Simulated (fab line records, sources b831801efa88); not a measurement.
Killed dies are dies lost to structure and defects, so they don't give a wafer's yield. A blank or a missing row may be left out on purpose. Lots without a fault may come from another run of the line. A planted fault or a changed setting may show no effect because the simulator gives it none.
fab line records | flow sky130
record lots=5 wafers=15 last_day=50
route steps=708 shown NWELL@32 DNWELL@35 PWDE@45
lots that met no fault: from a run of the same line without faults
start_h: hours from the record's first day to the start of the lot's first wafer shown | wait_h: hours since the lot's step before | " the same as in the row above | L1.1+2: a row that stands for several wafers | - no value, or no start given | * or withheld: withheld | < > ~ a bound
route shown NAME@n: a module of which the file shows steps, and the number in the route of the first | usual: mean/standard deviation of fault-free wafers | same: alike in all rows | chamber/n: place in a boat | sites: the reading at each site | _std_site: their standard deviation | _edge_site: outer sites' mean less inner sites' | radius_mm: how far each site lies from the wafer's centre | mask NAME#n: copy n | behind: the tool/chamber that last shaped the wafer | hold: why the lot was held/for how many hours/how that ended | device: the transistor (n, p or np) that didn't switch | end of line: the same wafers' tests at the end of the route | a step without rows: its recipe alone | killed: dies lost to structure and defects at the first sort, not the wafer's yield | map: a wafer's dies, x killed, . not, _ none there
set.NAME: the setting as run; set.NAME@STEP: as run at that earlier step | model.NAME: the simulator's own value behind a step, which no gauge read
lots at some steps of the route; a table a step, a row a wafer
services: from which hour (start_h, from the record's first day; less than 0 if before it) a tool's chamber was out of use, for how many hours, and why
## steps
# step SKY_NWELL_CLEAN_00
# recipe chemistry=SC1/SC2 mix=1:4:20 temp_c=70 time_s=150 dry=n2_spin
# columns lot.wafer tool chamber start_h wait_h
L075.2+3+6 wet_bench-04 1 41.80 0.0
L085.4+5+6 wet_bench-01 0 91.67 0.0
L088.1+2+3 wet_bench-04 2 106.71 0.0
L090.2+3+5 wet_bench-03 0 118.82 0.0
L097.1+2+3 wet_bench-03 0 154.04 0.0
# step SKY_NWELL_OXIDATION_01
# recipe temp_c=900 ambient=O2 stabilise_s=600 purge_s=300 target_thk_a=100 ox_time_s=1418
# usual spike_tc_top_C=911/4
# columns lot.wafer tool chamber start_h wait_h spike_tc_top_C
L075.2 furnace-02 0 43.84 2.0 907
L075.3 " 0 " " 906
L075.6 " 0 " " 905
L085.4 furnace-02 0 91.72 0.0 908
L085.5 " 0 " " 907
L085.6 " 0 " " 907
L088.1 furnace-02 0 106.81 0.0 908
L088.2 " 0 " " 905
L088.3 " 0 " " 907
L090.2 furnace-02 0 119.49 0.6 908
L090.3 " 0 " " 908
L090.5 " 0 " " 908
L097.1 furnace-01 0 154.09 0.0 914
L097.2 " 0 " " 915
L097.3 " 0 " " 913
# step SKY_NWELL_THK_MEAS_02
# recipe reads=SiO2_of_NWELL_OXIDATION_01
# usual NWELL_OXIDATION_THK=9.96/0.25
# columns lot.wafer tool chamber start_h wait_h NWELL_OXIDATION_THK[nm]
L075.2 film_metro-01 - 45.24 0.0 9.97
L075.3 " - " " 9.89
L075.6 " - " " 10.00
L085.4 film_metro-01 - 93.15 0.0 9.53
L085.5 " - " " 9.35
L085.6 " - " " 9.42
L088.1 film_metro-03 - 108.20 0.0 10.22
L088.2 " - " " 10.18
L088.3 " - " " 10.35
L090.2 film_metro-02 - 120.89 0.0 9.61
L090.3 " - " " 9.73
L090.5 " - " " 9.58
L097.1 film_metro-02 - 155.48 0.0 9.83
L097.2 " - " " 9.60
L097.3 " - " " 9.64
# step SKY_DNWELL_DEHYDRATE_00
# recipe temp_c=200 time_s=60
# usual plate_temp_C=200.01/0.16
# columns lot.wafer tool chamber start_h wait_h plate_temp_C
L075.2 litho_track-01 0 53.18 7.9 199.87
L075.3 " 0 " " 199.91
L075.6 " 0 " " 199.93
L085.4 litho_track-02 0 101.50 8.3 199.79
L085.5 " 0 " " 200.13
L085.6 " 0 " " 200.15
L088.1 litho_track-02 0 116.42 8.2 200.28
L088.2 " 0 " " 200.21
L088.3 " 0 " " 200.51
L090.2 litho_track-01 0 128.93 8.0 200.23
L090.3 " 0 " " 199.97
L090.5 " 0 " " 200.18
L097.1 litho_track-01 0 165.45 10.0 200.17
L097.2 " 0 " " 200.03
L097.3 " 0 " " 200.20
# step SKY_DNWELL_HMDS_01
# recipe prime_time_s=60 prime_temp_c=120
# columns lot.wafer tool chamber start_h wait_h
L075.2+3+6 litho_track-01 0 53.33 0.1
L085.4+5+6 litho_track-02 0 101.65 0.1
L088.1+2+3 litho_track-02 0 116.57 0.1
L090.2+3+5 litho_track-01 0 129.08 0.1
L097.1+2+3 litho_track-01 0 165.60 0.1
# step SKY_DNWELL_COAT_02
# recipe spin_rpm=2027 resist_thk_nm=3000
# usual spin_speed_rpm=2026.9/1.3
# columns lot.wafer tool chamber start_h wait_h spin_speed_rpm
L075.2 litho_track-01 0 53.48 0.1 2025.3
L075.3 " 0 " " 2027.3
L075.6 " 0 " " 2026.3
L085.4 litho_track-02 0 101.80 0.1 2025.3
L085.5 " 0 " " 2025.3
L085.6 " 0 " " 2024.8
L088.1 litho_track-02 0 116.72 0.1 2027.5
L088.2 " 0 " " 2026.7
L088.3 " 0 " " 2027.0
L090.2 litho_track-01 0 129.23 0.1 2027.7
L090.3 " 0 " " 2026.9
L090.5 " 0 " " 2026.5
L097.1 litho_track-01 0 165.75 0.1 2027.3
L097.2 " 0 " " 2028.1
L097.3 " 0 " " 2027.5
# step SKY_DNWELL_SOFTBAKE_03
# recipe temp_c=110 time_s=withheld
# usual plate_temp_C=110.01/0.14
# columns lot.wafer tool chamber start_h wait_h plate_temp_C
L075.2 litho_track-01 0 53.64 0.1 109.95
L075.3 " 0 " " 109.86
L075.6 " 0 " " 109.88
L085.4 litho_track-02 0 101.97 0.1 110.09
L085.5 " 0 " " 110.13
L085.6 " 0 " " 110.10
L088.1 litho_track-02 0 116.87 0.1 109.78
L088.2 " 0 " " 109.77
L088.3 " 0 " " 109.96
L090.2 litho_track-01 0 129.39 0.1 110.04
L090.3 " 0 " " 109.94
L090.5 " 0 " " 110.04
L097.1 litho_track-01 0 165.90 0.1 110.05
L097.2 " 0 " " 110.11
L097.3 " 0 " " 110.06
# step SKY_DNWELL_EXPOSE_04
# recipe mask_id=DNM na=0.57 target_cd_nm=3000 dose_mj=222
# usual reticle_temp_C=22.99/0.098
# columns lot.wafer tool chamber start_h wait_h mask reticle_temp_C
L075.2 iline_stepper-02 0 - - DNM#0 23.03
L075.3 " 0 " " DNM#0 22.86
L075.6 " 0 " " DNM#0 23.11
L085.4 iline_stepper-02 0 - - DNM#0 23.11
L085.5 " 0 " " DNM#0 23.13
L085.6 " 0 " " DNM#0 23.03
L088.1 iline_stepper-02 0 - - DNM#0 22.98
L088.2 " 0 " " DNM#0 22.90
L088.3 " 0 " " DNM#0 22.90
L090.2 iline_stepper-02 0 - - DNM#0 23.13
L090.3 " 0 " " DNM#0 23.14
L090.5 " 0 " " DNM#0 22.90
L097.1 iline_stepper-01 0 - - DNM#0 22.93
L097.2 " 0 " " DNM#0 22.85
L097.3 " 0 " " DNM#0 22.88
# step SKY_DNWELL_PEB_05
# recipe temp_c=115 time_s=withheld
# usual plate_temp_C=114.96/0.13
# columns lot.wafer tool chamber start_h wait_h plate_temp_C
L075.2 litho_track-02 0 - - 114.95
L075.3 " 0 " " 114.79
L075.6 " 0 " " 115.04
L085.4 litho_track-02 0 - - 114.85
L085.5 " 0 " " 114.97
L085.6 " 0 " " 114.95
L088.1 litho_track-02 0 - - 114.80
L088.2 " 0 " " 115.08
L088.3 " 0 " " 115.14
L090.2 litho_track-04 0 - - 115.11
L090.3 " 0 " " 115.25
L090.5 " 0 " " 115.14
L097.1 litho_track-01 0 - - 114.97
L097.2 " 0 " " 114.83
L097.3 " 0 " " 114.93
# step SKY_DNWELL_DEVELOP_06
# recipe wall_angle_deg=90 developer=TMAH develop_time_s=60 dev_temp_c=23
# columns lot.wafer tool chamber start_h wait_h
L075.2+3+6 litho_track-02 0 - -
L085.4+5+6 litho_track-02 0 - -
L088.1+2+3 litho_track-02 0 - -
L090.2+3+5 litho_track-04 0 - -
L097.1+2+3 litho_track-01 0 - -
# step SKY_DNWELL_IMPLANT_07
# recipe species=P energy_kev=withheld dose_cm2=withheld tilt_deg=withheld
# columns lot.wafer tool chamber start_h wait_h
L075.2+3+6 implanter-01 0 61.50 -
L085.4+5+6 implanter-03 0 111.35 -
L088.1+2+3 implanter-01 0 126.37 -
L090.2+3+5 implanter-03 0 139.76 -
L097.1+2+3 implanter-04 0 175.95 -
# step SKY_DNWELL_STRIP_08
# recipe chemistry=O2/N2 power_w=1400 pressure_mtorr=1500 platen_temp_c=withheld o2_flow_sccm=3000 n2_flow_sccm=300 overash_fraction=0.5
# usual drypump_motor_current_A=6.2/0.43 oes_product_au=0.722/0.0048 strip_time_to_endpoint_s=36.64/0.078
# columns lot.wafer tool chamber start_h wait_h drypump_motor_current_A oes_product_au rf_hours_counter_h strip_time_to_endpoint_s
L075.2 plasma_asher-02 0 61.62 0.1 6.0 0.716 40 36.56
L075.3 " 1 " " 5.4 0.720 - 36.57
L075.6 " 0 " " 6.0 0.718 - 36.60
L085.4 plasma_asher-01 0 111.45 0.1 6.7 0.725 - 36.64
L085.5 " 1 " " 6.4 0.722 - 36.73
L085.6 " 0 " " 6.7 0.727 - 36.63
L088.1 plasma_asher-03 0 126.52 0.1 5.7 0.718 42 36.69
L088.2 " 1 " " 6.4 0.721 42 36.69
L088.3 " 1 " " 6.4 0.720 - 36.77
L090.2 plasma_asher-03 0 139.89 0.1 5.7 0.723 43 36.73
L090.3 " 0 " " 5.7 0.717 - 36.83
L090.5 " 0 " " 5.6 0.724 - 36.52
L097.1 plasma_asher-01 0 176.10 0.1 6.7 0.722 49 36.68
L097.2 " 1 " " 6.4 0.728 49 36.76
L097.3 " 0 " " 6.7 0.729 - 36.67
# step SKY_DNWELL_TW_MEAS_09
# usual DNWELL_TW=1115/4.7
# columns lot.wafer tool chamber start_h wait_h DNWELL_TW
L075.2 film_metro-01 - 61.73 0.1 1120
L075.3 " - " " 1115
L075.6 " - " " 1107
L085.4 film_metro-03 - 111.55 0.1 1127
L085.5 " - " " 1119
L085.6 " - " " 1122
L088.1 film_metro-03 - 126.62 0.1 1119
L088.2 " - " " 1115
L088.3 " - " " 1117
L090.2 film_metro-02 - 140.00 0.1 1113
L090.3 " - " " 1113
L090.5 " - " " 1111
L097.1 film_metro-01 - 176.20 0.1 1110
L097.2 " - " " 1119
L097.3 " - " " 1113
# step SKY_PWDE_DEHYDRATE_00
# recipe temp_c=200 time_s=60
# usual plate_temp_C=199.99/0.18
# columns lot.wafer tool chamber start_h wait_h plate_temp_C
L075.2 litho_track-03 0 69.34 7.6 200.17
L075.3 " 0 " " 200.06
L075.6 " 0 " " 200.26
L085.4 litho_track-02 0 118.95 7.4 200.16
L085.5 " 0 " " 200.25
L085.6 " 0 " " 200.27
L088.1 litho_track-02 0 135.17 8.5 199.97
L088.2 " 0 " " 200.09
L088.3 " 0 " " 199.93
L090.2 litho_track-01 0 148.53 8.5 200.13
L090.3 " 0 " " 200.20
L090.5 " 0 " " 200.10
L097.1 litho_track-03 0 186.76 10.5 200.16
L097.2 " 0 " " 200.07
L097.3 " 0 " " 200.11
# step SKY_PWDE_HMDS_01
# recipe prime_time_s=60 prime_temp_c=120
# columns lot.wafer tool chamber start_h wait_h
L075.2+3+6 litho_track-03 0 69.49 0.1
L085.4+5+6 litho_track-02 0 119.10 0.1
L088.1+2+3 litho_track-02 0 135.32 0.1
L090.2+3+5 litho_track-01 0 148.68 0.1
L097.1+2+3 litho_track-03 0 186.91 0.1
# step SKY_PWDE_COAT_02
# recipe spin_rpm=2000 resist_thk_nm=3000
# usual spin_speed_rpm=2000.3/1.2
# columns lot.wafer tool chamber start_h wait_h spin_speed_rpm
L075.2 litho_track-03 0 69.64 0.1 2001.2
L075.3 " 0 " " 2001.2
L075.6 " 0 " " 1999.7
L085.4 litho_track-02 0 119.25 0.1 2000.0
L085.5 " 0 " " 2001.9
L085.6 " 0 " " 2000.6
L088.1 litho_track-02 0 135.47 0.1 1997.7
L088.2 " 0 " " 1998.1
L088.3 " 0 " " 2000.9
L090.2 litho_track-01 0 148.83 0.1 2000.7
L090.3 " 0 " " 2000.9
L090.5 " 0 " " 1999.5
L097.1 litho_track-03 0 187.06 0.1 2000.8
L097.2 " 0 " " 1997.9
L097.3 " 0 " " 1998.4
# step SKY_PWDE_SOFTBAKE_03
# recipe temp_c=110 time_s=withheld
# usual plate_temp_C=109.98/0.12
# columns lot.wafer tool chamber start_h wait_h plate_temp_C
L075.2 litho_track-03 0 69.79 0.1 110.10
L075.3 " 0 " " 110.21
L075.6 " 0 " " 110.01
L085.4 litho_track-02 0 119.42 0.1 109.85
L085.5 " 0 " " 109.75
L085.6 " 0 " " 109.80
L088.1 litho_track-02 0 135.62 0.1 109.86
L088.2 " 0 " " 109.81
L088.3 " 0 " " 109.97
L090.2 litho_track-01 0 148.99 0.1 109.95
L090.3 " 0 " " 109.86
L090.5 " 0 " " 109.89
L097.1 litho_track-03 0 187.21 0.1 109.95
L097.2 " 0 " " 109.73
L097.3 " 0 " " 109.89
# step SKY_PWDE_EXPOSE_04
# recipe mask_id=PWDEM na=0.6 source_shape=conventional sigma_outer=0.6 polarization=unpolarized target_cd_nm=840 dose_mj=214
# usual reticle_temp_C=23.02/0.11
# columns lot.wafer tool chamber start_h wait_h mask reticle_temp_C
L075.2 iline_stepper-02 0 - - PWDEM#0 23.04
L075.3 " 0 " " PWDEM#0 23.22
L075.6 " 0 " " PWDEM#0 23.00
L085.4 iline_stepper-02 0 - - PWDEM#0 22.98
L085.5 " 0 " " PWDEM#0 23.17
L085.6 " 0 " " PWDEM#0 23.17
L088.1 iline_stepper-01 0 - - PWDEM#0 23.19
L088.2 " 0 " " PWDEM#0 23.07
L088.3 " 0 " " PWDEM#0 22.93
L090.2 iline_stepper-02 0 - - PWDEM#0 23.12
L090.3 " 0 " " PWDEM#0 22.98
L090.5 " 0 " " PWDEM#0 22.97
L097.1 iline_stepper-02 0 - - PWDEM#0 22.91
L097.2 " 0 " " PWDEM#0 22.96
L097.3 " 0 " " PWDEM#0 22.78
# step SKY_PWDE_PEB_05
# recipe temp_c=115 time_s=withheld
# usual plate_temp_C=115.03/0.13
# columns lot.wafer tool chamber start_h wait_h plate_temp_C
L075.2 litho_track-01 0 - - 115.14
L075.3 " 0 " " 115.09
L075.6 " 0 " " 115.22
L085.4 litho_track-03 0 - - 114.88
L085.5 " 0 " " 114.93
L085.6 " 0 " " 115.10
L088.1 litho_track-03 0 - - 114.83
L088.2 " 0 " " 114.67
L088.3 " 0 " " 114.83
L090.2 litho_track-03 0 - - 115.06
L090.3 " 0 " " 115.12
L090.5 " 0 " " 114.99
L097.1 litho_track-01 0 - - 114.86
L097.2 " 0 " " 114.88
L097.3 " 0 " " 115.15
# step SKY_PWDE_DEVELOP_06
# recipe wall_angle_deg=90 developer=TMAH develop_time_s=60 dev_temp_c=23
# columns lot.wafer tool chamber start_h wait_h
L075.2+3+6 litho_track-01 0 - -
L085.4+5+6 litho_track-03 0 - -
L088.1+2+3 litho_track-03 0 - -
L090.2+3+5 litho_track-03 0 - -
L097.1+2+3 litho_track-01 0 - -
# step SKY_PWDE_OVL_MEAS_07
# usual PWDE_OVL=-0.1/1.6
# columns lot.wafer tool chamber start_h wait_h PWDE_OVL[nm]
L075.2 overlay-01 - 77.71 - 0.3
L075.3 " - " " 0.0
L075.6 " - " " -0.1
L085.4 overlay-02 - 128.73 - -1.3
L085.5 " - " " -1.4
L085.6 " - " " -2.3
L088.1 overlay-01 - 145.71 - -0.7
L088.2 " - " " 0.6
L088.3 " - " " -0.5
L090.2 overlay-01 - 159.97 - -0.6
L090.3 " - " " -0.2
L090.5 " - " " 0.9
L097.1 overlay-02 - 197.65 - -1.7
L097.2 " - " " 0.8
L097.3 " - " " 0.1
# step SKY_PWDE_IMPLANT_08
# recipe species=B energy_kev=150 dose_cm2=3.6e+12 tilt_deg=withheld
# columns lot.wafer tool chamber start_h wait_h
L075.2+3+6 implanter-04 0 77.76 0.0
L085.4+5+6 implanter-02 0 128.82 0.1
L088.1+2+3 implanter-01 0 145.75 0.0
L090.2+3+5 implanter-04 0 160.02 0.0
L097.1+2+3 implanter-04 0 197.69 0.0
# step SKY_PWDE_STRIP_09
# recipe chemistry=O2/N2 power_w=1400 pressure_mtorr=1500 platen_temp_c=withheld o2_flow_sccm=3000 n2_flow_sccm=300 overash_fraction=0.5
# usual drypump_motor_current_A=6.0/0.37 oes_product_au=0.723/0.0049 strip_time_to_endpoint_s=36.92/0.11
# columns lot.wafer tool chamber start_h wait_h drypump_motor_current_A oes_product_au rf_hours_counter_h strip_time_to_endpoint_s
L075.2 plasma_asher-03 1 77.89 0.1 6.4 0.725 37 37.05
L075.3 " 0 " " 5.6 0.722 - 36.94
L075.6 " 1 " " 6.4 0.720 - 37.02
L085.4 plasma_asher-02 0 128.93 0.1 6.0 0.726 - 36.82
L085.5 " 0 " " 5.9 0.724 - 36.80
L085.6 " 1 " " 5.4 0.734 - 36.84
L088.1 plasma_asher-03 0 145.90 0.1 5.6 0.725 44 36.90
L088.2 " 1 " " 6.4 0.719 44 37.04
L088.3 " 1 " " 6.4 0.724 - 37.04
L090.2 plasma_asher-03 1 160.15 0.1 6.4 0.724 46 36.84
L090.3 " 1 " " 6.4 0.732 - 36.72
L090.5 " 1 " " 6.4 0.730 - 36.72
L097.1 plasma_asher-04 1 197.84 0.1 5.8 0.724 40 37.09
L097.2 " 0 " " 6.3 0.732 40 37.03
L097.3 " 1 " " 5.8 0.727 - 37.02
# step SKY_PWDE_TW_MEAS_10
# usual PWDE_TW=374.7/1.6
# columns lot.wafer tool chamber start_h wait_h PWDE_TW
L075.2 film_metro-03 - 78.00 0.1 376.2
L075.3 " - " " 376.5
L075.6 " - " " 374.6
L085.4 film_metro-03 - 129.03 0.1 372.8
L085.5 " - " " 374.7
L085.6 " - " " 377.6
L088.1 film_metro-03 - 146.00 0.1 371.9
L088.2 " - " " 374.2
L088.3 " - " " 375.0
L090.2 film_metro-03 - 160.26 0.1 374.1
L090.3 " - " " 372.8
L090.5 " - " " 375.6
L097.1 film_metro-01 - 197.94 0.1 374.0
L097.2 " - " " 372.4
L097.3 " - " " 373.6
# step SKY_NWELL_DEHYDRATE_03
# recipe temp_c=200 time_s=60
# usual plate_temp_C=200.02/0.16
# columns lot.wafer tool chamber start_h wait_h plate_temp_C
L075.2 litho_track-01 0 86.33 8.3 200.13
L075.3 " 0 " " 200.05
L075.6 " 0 " " 199.98
L085.4 litho_track-03 0 138.18 9.1 200.35
L085.5 " 0 " " 200.16
L085.6 " 0 " " 200.15
L088.1 litho_track-01 0 155.30 9.3 200.11
L088.2 " 0 " " 200.24
L088.3 " 0 " " 200.14
L090.2 litho_track-04 0 169.96 9.7 200.18
L090.3 " 0 " " 199.92
L090.5 " 0 " " 200.20
L097.1 litho_track-04 0 208.94 11.0 200.08
L097.2 " 0 " " 199.98
L097.3 " 0 " " 200.07
# step SKY_NWELL_HMDS_04
# recipe prime_time_s=60 prime_temp_c=120
# columns lot.wafer tool chamber start_h wait_h
L075.2+3+6 litho_track-01 0 86.48 0.1
L085.4+5+6 litho_track-03 0 138.33 0.1
L088.1+2+3 litho_track-01 0 155.45 0.1
L090.2+3+5 litho_track-04 0 170.11 0.1
L097.1+2+3 litho_track-04 0 209.09 0.1
# step SKY_NWELL_COAT_05
# recipe spin_rpm=2000 resist_thk_nm=3000
# usual spin_speed_rpm=2000.1/1.4
# columns lot.wafer tool chamber start_h wait_h spin_speed_rpm
L075.2 litho_track-01 0 86.63 0.1 1999.1
L075.3 " 0 " " 2000.4
L075.6 " 0 " " 2000.5
L085.4 litho_track-03 0 138.48 0.1 1999.8
L085.5 " 0 " " 2000.0
L085.6 " 0 " " 1996.9
L088.1 litho_track-01 0 155.60 0.1 2002.4
L088.2 " 0 " " 2001.6
L088.3 " 0 " " 2002.9
L090.2 litho_track-04 0 170.26 0.1 2000.7
L090.3 " 0 " " 2002.2
L090.5 " 0 " " 2000.3
L097.1 litho_track-04 0 209.24 0.1 2000.2
L097.2 " 0 " " 2000.4
L097.3 " 0 " " 1999.0
# step SKY_NWELL_SOFTBAKE_06
# recipe temp_c=110 time_s=withheld
# usual plate_temp_C=110.00/0.12
# columns lot.wafer tool chamber start_h wait_h plate_temp_C
L075.2 litho_track-01 0 86.79 0.1 110.14
L075.3 " 0 " " 110.18
L075.6 " 0 " " 109.94
L085.4 litho_track-03 0 138.66 0.1 109.86
L085.5 " 0 " " 109.80
L085.6 " 0 " " 109.83
L088.1 litho_track-01 0 155.75 0.1 110.23
L088.2 " 0 " " 109.97
L088.3 " 0 " " 110.16
L090.2 litho_track-04 0 170.42 0.1 109.92
L090.3 " 0 " " 110.18
L090.5 " 0 " " 109.98
L097.1 litho_track-04 0 209.39 0.1 110.01
L097.2 " 0 " " 110.03
L097.3 " 0 " " 109.97
# step SKY_NWELL_EXPOSE_07
# recipe mask_id=NWM na=0.6 source_shape=conventional sigma_outer=0.6 polarization=unpolarized target_cd_nm=840 dose_mj=255
# usual reticle_temp_C=23.02/0.11
# columns lot.wafer tool chamber start_h wait_h mask reticle_temp_C
L075.2 iline_stepper-01 0 - - NWM#0 23.00
L075.3 " 0 " " NWM#0 22.88
L075.6 " 0 " " NWM#0 22.99
L085.4 iline_stepper-02 0 - - NWM#0 23.09
L085.5 " 0 " " NWM#0 23.08
L085.6 " 0 " " NWM#0 23.15
L088.1 iline_stepper-02 0 - - NWM#0 23.03
L088.2 " 0 " " NWM#0 23.01
L088.3 " 0 " " NWM#0 23.06
L090.2 iline_stepper-01 0 - - NWM#0 23.04
L090.3 " 0 " " NWM#0 22.97
L090.5 " 0 " " NWM#0 23.00
L097.1 iline_stepper-01 0 - - NWM#0 23.10
L097.2 " 0 " " NWM#0 23.00
L097.3 " 0 " " NWM#0 23.04
# step SKY_NWELL_PEB_08
# recipe temp_c=115 time_s=withheld
# usual plate_temp_C=115.02/0.13
# columns lot.wafer tool chamber start_h wait_h plate_temp_C
L075.2 litho_track-03 0 - - 114.93
L075.3 " 0 " " 114.84
L075.6 " 0 " " 114.92
L085.4 litho_track-03 0 - - 115.06
L085.5 " 0 " " 115.14
L085.6 " 0 " " 115.02
L088.1 litho_track-04 0 - - 115.17
L088.2 " 0 " " 115.30
L088.3 " 0 " " 115.22
L090.2 litho_track-01 0 - - 114.91
L090.3 " 0 " " 114.98
L090.5 " 0 " " 115.02
L097.1 litho_track-01 0 - - 114.99
L097.2 " 0 " " 114.99
L097.3 " 0 " " 114.84
# step SKY_NWELL_DEVELOP_09
# recipe wall_angle_deg=90 developer=TMAH develop_time_s=57.24 dev_temp_c=23
# columns lot.wafer tool chamber start_h wait_h
L075.2+3+6 litho_track-03 0 - -
L085.4+5+6 litho_track-03 0 - -
L088.1+2+3 litho_track-04 0 - -
L090.2+3+5 litho_track-01 0 - -
L097.1+2+3 litho_track-01 0 - -
# step SKY_NWELL_OVL_MEAS_10
# usual NWELL_00_OVL=-0.4/1.2
# columns lot.wafer tool chamber start_h wait_h NWELL_00_OVL[nm]
L075.2 overlay-02 - 95.22 - -1.0
L075.3 " - " " -1.3
L075.6 " - " " -0.3
L085.4 overlay-01 - 148.23 - 0.3
L085.5 " - " " 2.8
L085.6 " - " " -0.5
L088.1 overlay-01 - 166.64 - 0.2
L088.2 " - " " 1.5
L088.3 " - " " -1.3
L090.2 overlay-01 - 181.11 - -1.5
L090.3 " - " " -0.3
L090.5 " - " " -1.4
L097.1 overlay-02 - 220.35 - 1.8
L097.2 " - " " 0.4
L097.3 " - " " 0.7
# step SKY_NWELL_IMPLANT_11
# recipe species=P energy_kev=400 dose_cm2=1.9e+13 tilt_deg=withheld
# columns lot.wafer tool chamber start_h wait_h
L075.2+3+6 implanter-03 0 95.27 0.0
L085.4+5+6 implanter-03 0 148.32 0.1
L088.1+2+3 implanter-02 0 166.67 0.0
L090.2+3+5 implanter-01 0 181.16 0.0
L097.1+2+3 implanter-03 0 220.46 0.1
# step SKY_NWELL_IMPLANT_12
# recipe species=P energy_kev=120 dose_cm2=1.3e+12 tilt_deg=withheld
# columns lot.wafer tool chamber start_h wait_h
L075.2+3+6 implanter-03 0 95.42 0.1
L085.4+5+6 implanter-03 0 148.47 0.1
L088.1+2+3 implanter-02 0 166.82 0.1
L090.2+3+5 implanter-01 0 181.31 0.1
L097.1+2+3 implanter-03 0 220.61 0.1
# step SKY_NWELL_IMPLANT_13
# recipe species=P energy_kev=50 dose_cm2=7e+11 tilt_deg=withheld
# columns lot.wafer tool chamber start_h wait_h
L075.2+3+6 implanter-03 0 95.57 0.1
L085.4+5+6 implanter-03 0 148.62 0.1
L088.1+2+3 implanter-02 0 166.97 0.1
L090.2+3+5 implanter-01 0 181.46 0.1
L097.1+2+3 implanter-03 0 220.76 0.1
# step SKY_NWELL_STRIP_14
# recipe chemistry=O2/N2 power_w=1400 pressure_mtorr=1500 platen_temp_c=withheld o2_flow_sccm=3000 n2_flow_sccm=300 overash_fraction=0.5
# usual drypump_motor_current_A=6.1/0.39 oes_product_au=0.722/0.0044 strip_time_to_endpoint_s=36.93/0.099
# columns lot.wafer tool chamber start_h wait_h drypump_motor_current_A oes_product_au rf_hours_counter_h strip_time_to_endpoint_s
L075.2 plasma_asher-01 0 95.70 0.1 6.7 0.724 40 36.99
L075.3 " 1 " " 6.4 0.719 - 36.95
L075.6 " 0 " " 6.7 0.724 - 37.08
L085.4 plasma_asher-04 1 148.73 0.1 5.8 0.725 - 37.02
L085.5 " 0 " " 6.3 0.725 - 36.95
L085.6 " 1 " " 5.8 0.721 - 37.17
L088.1 plasma_asher-01 0 167.12 0.1 6.7 0.719 48 36.76
L088.2 " 1 " " 6.4 0.715 48 36.75
L088.3 " 0 " " 6.7 0.727 - 36.84
L090.2 plasma_asher-02 1 181.59 0.1 5.4 0.719 2 36.90
L090.3 " 0 " " 6.0 0.731 - 36.97
L090.5 " 0 " " 6.0 0.725 - 36.94
L097.1 plasma_asher-04 0 220.91 0.1 6.3 0.719 42 36.83
L097.2 " 1 " " 5.8 0.725 42 36.84
L097.3 " 1 " " 5.8 0.729 - 36.82
## services
# columns tool chamber start_h hours kind
iline_stepper-02 - 18.06 2.1 pm
implanter-01 - 20.30 4.7 repair
plasma_asher-01 - 47.73 11.3 repair
iline_stepper-01 - 49.45 8.9 pm
implanter-04 - 51.85 3.1 pm
plasma_asher-03 - 64.17 4.1 repair
implanter-02 - 68.58 1.7 repair
implanter-02 - 84.18 3.6 pm
implanter-03 - 99.62 4.1 pm
iline_stepper-01 - 106.08 13.9 repair
iline_stepper-02 - 108.21 5.6 repair
plasma_asher-02 - 108.75 9.0 pm
implanter-04 - 109.65 1.2 repair
implanter-03 - 112.71 1.0 repair
furnace-02 - 122.39 3.1 pm
implanter-04 - 144.23 2.4 repair
implanter-02 - 144.27 5.5 repair
iline_stepper-02 - 167.72 1.7 pm
implanter-01 - 174.64 0.7 repair
implanter-03 - 184.67 3.1 repair
iline_stepper-01 - 186.54 1.7 pm
plasma_asher-01 - 205.14 2.2 repair
implanter-01 - 205.65 5.2 pm
implanter-01 - 219.23 9.8 pm
## key
fault none
